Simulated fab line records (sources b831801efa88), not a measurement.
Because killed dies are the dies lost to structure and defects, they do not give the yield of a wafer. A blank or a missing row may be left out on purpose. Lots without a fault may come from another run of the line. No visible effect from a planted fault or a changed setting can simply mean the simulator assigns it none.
One fault seen from 2 desks + flow sky130 + each desk has only its own numbers; what lay behind them comes last

THE TOOL OWNER'S DESK: furnace-02
The tool's own readings at SKY_GATE_OXIDE_OXIDATION_01 (stabilise 600 s, purge 300 s, target thk 10.268 nm): means of the sampled wafers that have a number, for each lot that ran on this tool. If a lot's mean is further than 4 standard deviations from the usual mean, the lot is out of limits and carries the mark OUT (the distance appears in the brackets).
Columns: A = spikeTcTopC at SKY_GATE_OXIDE_OXIDATION_01, usual 910 C
| lot  | first seen here | A   |
|------|-----------------|-----|
| L337 | day 14 12:00    | 915 |
| L338 | day 14 12:00    | 915 |
| L339 | day 14 21:44    | 916 |
| L340 | day 15 10:38    | 914 |
| L342 | day 15 21:55    | 915 |
| L344 | day 16 14:22    | 915 |
| L350 | day 18 15:02    | 914 |
| L351 | day 18 19:55    | 914 |
This desk's verdict: no lot among the 8 shows anything out of limits.

THE METROLOGY DESK
Means of the sampled wafers that have a number, per lot and without regard to the tool the lot ran on: this is what the gauges read. If a lot's mean is further than 4 standard deviations from the usual mean, the lot is out of limits and carries the mark OUT (the distance appears in the brackets).
Columns: A = cdNm at SKY_SONOS_TUNNEL_CD_MEAS_07, usual 409.2 nm
| lot  | first seen here | A     |
|------|-----------------|-------|
| L334 | day 11 17:53    | 408.0 |
| L335 | day 12 07:44    | 408.4 |
| L336 | day 12 18:55    | 408.7 |
| L338 | day 13 01:43    | 409.4 |
| L337 | day 13 03:57    | 405.6 |
| L339 | day 13 11:07    | 409.0 |
| L340 | day 13 19:49    | 408.3 |
| L342 | day 14 09:47    | 410.0 |
| L344 | day 15 01:49    | 409.0 |
| L345 | day 15 09:14    | 410.9 |
| L346 | day 15 18:22    | 408.1 |
| L350 | day 16 23:02    | 408.6 |
| L351 | day 17 06:03    | 411.7 |
This desk's verdict: no lot among the 13 shows anything out of limits.

BROUGHT TOGETHER
The tool owner's desk saw nothing out of limits.
Nothing out of limits was seen by the metrology desk.

WHAT THE SIMULATOR PUT IN
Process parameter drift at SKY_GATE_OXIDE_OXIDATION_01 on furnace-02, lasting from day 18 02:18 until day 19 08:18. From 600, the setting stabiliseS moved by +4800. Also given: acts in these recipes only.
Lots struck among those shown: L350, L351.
